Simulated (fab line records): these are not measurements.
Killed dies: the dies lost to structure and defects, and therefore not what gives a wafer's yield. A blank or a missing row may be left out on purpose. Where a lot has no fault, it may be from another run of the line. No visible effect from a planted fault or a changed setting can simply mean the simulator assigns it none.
Struck lot and sound lot, side by side | flow gf180mcu | 23 steps out of a route of 602
Sound: the wafers L848.1, L848.3, L848.5. Struck: wafers L858.1, L858.3, L858.4. The cause comes at the end.
Per side, at each step with rows, come the tool, then ch with its chambers, and then its first start. Under that, the readings that differ: sound wafers | struck wafers | difference of the means | sigmas: that difference in standard deviations of wafers without a fault.
alike: a reading whose means differ by less than 2 such deviations, as well as words and numbers matching on both sides. not compared: withheld readings; readings where some wafer has no value; bounds like >300 that might hide an equal value; numbers whose values overlap and for which the record gives no deviation.
The two part at a step that has a row with sigmas, a row that says differs or no value, or rows on one side only. Numbers that have no deviation but don't overlap get no sigmas and don't part them. A reading that every wafer of one side lacks parts them only if that side has two wafers or more.

first, 5 steps without rows for these wafers: GF_HV_LDD_COAT_02 (resist thk 1000 nm); GF_HV_LDD_SOFTBAKE_03 (time 60 s); GF_HV_LDD_EXPOSE_04 (exposes mask Nplus LV AREA, target cd 400 nm); GF_HV_LDD_PEB_05; GF_HV_LDD_DEVELOP_06 (develop time 60 s).
GF_HV_LDD_CD_MEAS_07 targets a cd of 400 nm.
  sound on cd sem-01, day 10 13:11; struck on cd sem-02, day 13 14:37
  alike: cd nm
GF_HV_LDD_OVL_MEAS_08:
  sound on overlay-01, day 10 13:18; struck on overlay-01, day 13 14:44
  alike: HV_LDD_OVL
after that, 1 step had no rows for these wafers: GF_HV_LDD_IMPLANT_09.
GF_HV_LDD_STRIP_10: strips in O2/N2.
  sound on plasma asher-04 ch 0, day 10 13:29; struck on plasma asher-02 ch 0,1, day 13 14:56
  alike: drypump motor current A, heater power w, oes product au, strip time to endpoint s
  not compared: rf hours counter h
GF_HV_LDD_TW_MEAS_11:
  sound on film metro-04, day 10 13:35; struck on film metro-04, day 13 15:02
  alike: HV_LDD_TW
then, 2 steps without rows for these wafers: GF_HV_LDD_DEHYDRATE_12 (time 60 s); GF_HV_LDD_HMDS_13 (prime time 60 s).
GF_HV_LDD_COAT_14: resist thk 1000 nm.
  sound on litho track-04 ch 0, day 10 22:11; struck on litho track-02 ch 0, day 14 00:48
  reading                                     | sound                | struck               | difference | sigmas
  spin speed rpm (rpm)                        | 3001.4 2999.7 2996.9 | 3295.7 3294.5 3292.7 | +295.0     | +99 or more
  model.NOVOLAK_of_HV_LDD_COAT_14.thk nm (nm) | 1003 1001 1004       | 952.4 950.5 952.7    | -50.8      |
  alike: exhaust pa
then, 3 steps without rows for these wafers: GF_HV_LDD_SOFTBAKE_15 (time 60 s); GF_HV_LDD_EXPOSE_16 (exposes mask Pplus LV AREA, target cd 400 nm); GF_HV_LDD_PEB_17.
GF_HV_LDD_DEVELOP_18: develop time 60 s.
  sound on litho track-04 ch 0, day 11 07:23; struck on litho track-04 ch 0, day 14 10:47
  reading                                     | sound          | struck          | difference | sigmas
  model.NOVOLAK_of_HV_LDD_COAT_14.thk nm (nm) | 1003 1001 1003 | 952 950.1 952.3 | -51        |
  alike: exhaust pa
GF_HV_LDD_CD_MEAS_19 targets a cd of 400 nm.
  sound on cd sem-02, day 11 07:32; struck on cd sem-02, day 14 10:56
  reading    | sound             | struck            | difference | sigmas
  cd nm (nm) | 400.5 399.8 397.7 | 403.3 404.0 405.4 | +4.9       | +2
GF_HV_LDD_OVL_MEAS_20:
  sound on overlay-01, day 11 07:39; struck on overlay-02, day 14 11:03
  alike: HV_LDD_01_OVL
after that, 1 step had no rows for these wafers: GF_HV_LDD_IMPLANT_21.
GF_HV_LDD_STRIP_22: strips in O2/N2.
  sound on plasma asher-01 ch 0,1, day 11 07:50; struck on plasma asher-01 ch 0,1, day 14 11:14
  reading                      | sound             | struck            | difference | sigmas
  strip time to endpoint s (s) | 12.65 12.65 12.67 | 12.08 12.06 12.07 | -0.59      | -17
  alike: drypump motor current A, heater power w, oes product au
  not compared: rf hours counter h
GF_HV_LDD_TW_MEAS_23:
  sound on film metro-01, day 11 07:56; struck on film metro-04, day 14 11:20
  alike: HV_LDD_2_TW
GF_PASSIVATION_PROBE_99:
  the record has rows for the sound wafers here (prober-01, day 29 12:48) and none for the struck ones

WHERE THEY PART
At GF_HV_LDD_COAT_14 first; at GF_PASSIVATION_PROBE_99 last (within this record only).

WHY: what the simulator had put in
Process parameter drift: litho track-02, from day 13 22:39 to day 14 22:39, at GF_HV_LDD_COAT_14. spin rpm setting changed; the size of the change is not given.
